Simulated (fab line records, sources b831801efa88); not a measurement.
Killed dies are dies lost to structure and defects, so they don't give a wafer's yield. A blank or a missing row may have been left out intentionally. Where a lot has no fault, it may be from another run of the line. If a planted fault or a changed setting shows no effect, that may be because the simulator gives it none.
A lot that was struck, set against a sound lot ; flow sky130 ; 15 out of 708 route steps
Sound: wafers L447.4, L447.5, L447.6. Wafers struck: L461.3, L461.4, L461.5. The cause comes at the end.
Each step with rows lists, per side, the tool, then ch with its chambers, then its first start. Under that, the readings that differ: sound wafers ; struck wafers ; difference of the means ; sigmas: that difference in standard deviations of wafers without a fault.
alike: readings with means less than 2 such deviations apart, plus words and numbers identical on both sides. not compared: withheld readings, readings lacking a value on some wafer, bounds such as >300 that could conceal the same value, and numbers that have no deviation in the record and whose values overlap.
Wherever a step has rows on one side only, a row that says differs or no value, or a row with sigmas, the two part there. Numbers that don't overlap but have no deviation are shown without sigmas and don't part them. Lack of a reading on every wafer of one side parts them only where that side has two or more wafers.

SKY_VIA4_OVL_MEAS_11:
  sound: overlay-01 at day 45 00:41; struck: overlay-02 at day 48 08:32
  alike: VIA4_OVL
SKY_VIA4_ETCH_12: etches SiO2 in C4F8/O2/Ar, stops on TiN, target depth 580 nm.
  sound on rieDiel-04 ch 0,3, day 45 00:43; struck on rieDiel-03 ch 0,1,2, day 48 08:33
  alike: oesProductAu
SKY_VIA4_STRIP_13: strips in O2/N2.
  sound on plasmaAsher-03 ch 0,1, day 45 00:49; struck on plasmaAsher-03 ch 0,1, day 48 08:40
  alike: drypumpMotorCurrentA, oesProductAu, stripTimeToEndpointS
  not compared: rfHoursCounterH
then, 3 steps without rows for these wafers: SKY_VIA4_STRIP_14 (strips in post etch residue remover, time 1200 s); SKY_VIA4_CLEAN_15 (cleans in IPA, time 180 s); SKY_VIA4_CLEAN_16 (cleans in O3/DIW).
SKY_VIA4_SPUTTER_17: material TiN, target thk 20 nm, time 80 s.
  sound: pvdSputter-02 at day 45 01:51; struck: pvdSputter-01 at day 48 09:15
  alike: cathodeDcPowerW, chamberPressurePa, throttleValvePct
SKY_VIA4_CVD_18: deposits W, target thk 505 nm, time 152.14 s.
  sound on cvdW-02 ch 0,1, day 45 01:58; struck on cvdW-02 ch 0,1, day 48 09:22
  alike: heaterPowerW, susceptorTempC
SKY_VIA4_RS_MEAS_19: uses a four-point probe to measure.
  sound: filmMetro-02 at day 45 02:07; struck: filmMetro-01 at day 48 09:30
  alike: VIA4_W_RS
SKY_VIA4_THK_MEAS_20: measures by xrf.
  sound: filmMetro-02 at day 45 02:13; struck: filmMetro-01 at day 48 09:36
  alike: VIA4_W_THK
SKY_VIA4_CMP_21: polishes, stops on SiO2, t overpolish 25 s, target thk 0 nm.
  sound on cmp-02 ch 2,3, day 45 02:14; struck on cmp-01 ch 0,1,3, day 48 09:41
  alike: motorCurrentA, overpolishRunS, timeToEndpointS
then, 1 step without rows for these wafers: SKY_METAL5_SPUTTER_00 (material Ti, target thk 15 nm, time 10 s).
SKY_METAL5_SPUTTER_01: material TiN, target thk 20 nm, time 16.7 s.
  sound: pvdSputter-03 at day 45 02:34; struck: pvdSputter-04 at day 48 09:59
  no value came back on the struck wafers for cathodeDcPowerW (W), chamberPressurePa (Pa), throttleValvePct (%); on the sound wafers cathodeDcPowerW (W) reads 6499.1 6497.9 6499.7
then, 1 step without rows for these wafers: SKY_METAL5_SPUTTER_02 (material AlCu, target thk 1150 nm, time 61.2 s).
-- the record jumps here: 2 days lie between the struck wafers' starts before and after (it left off in module METAL5 and takes up again in module PAD_OPEN, whose first step shown is number 708 of the route) --
SKY_PAD_OPEN_PROBE_99:
  sound: prober-02 at day 47 19:03; struck: prober-02 at day 50 16:16
reading;sound;struck;difference;sigmas
killedShort;38 26 35;39 62 40;+14;+2
model.etest.via4Chain.rcOhm;0.7781 0.8223 0.821;0.7497 0.7769 0.7587;-0.0454;
model.etest.met5.rsOhmSq;0.02662 0.02657 0.02693;0.02812 0.02747 0.02763;+0.00103;
model.etest.met5.lineOhmUm;0.01654 0.01673 0.01671;0.01772 0.01714 0.0174;+0.00076;
  alike: defectLimitedYield, killed_at_M0_to_M3, killed_at_M4_up, killedAtContacts, killedAtFrontEnd, killedAtOther, killedDies, killedOpen, sort_bin_3_pad_short, sort_bin_5_function, sort_bin_6_memory, sortNPass, sortYieldPct

WHERE THEY PART
At SKY_METAL5_SPUTTER_01 first; at SKY_PAD_OPEN_PROBE_99 last (within this record only).

WHY: what the simulator had put in
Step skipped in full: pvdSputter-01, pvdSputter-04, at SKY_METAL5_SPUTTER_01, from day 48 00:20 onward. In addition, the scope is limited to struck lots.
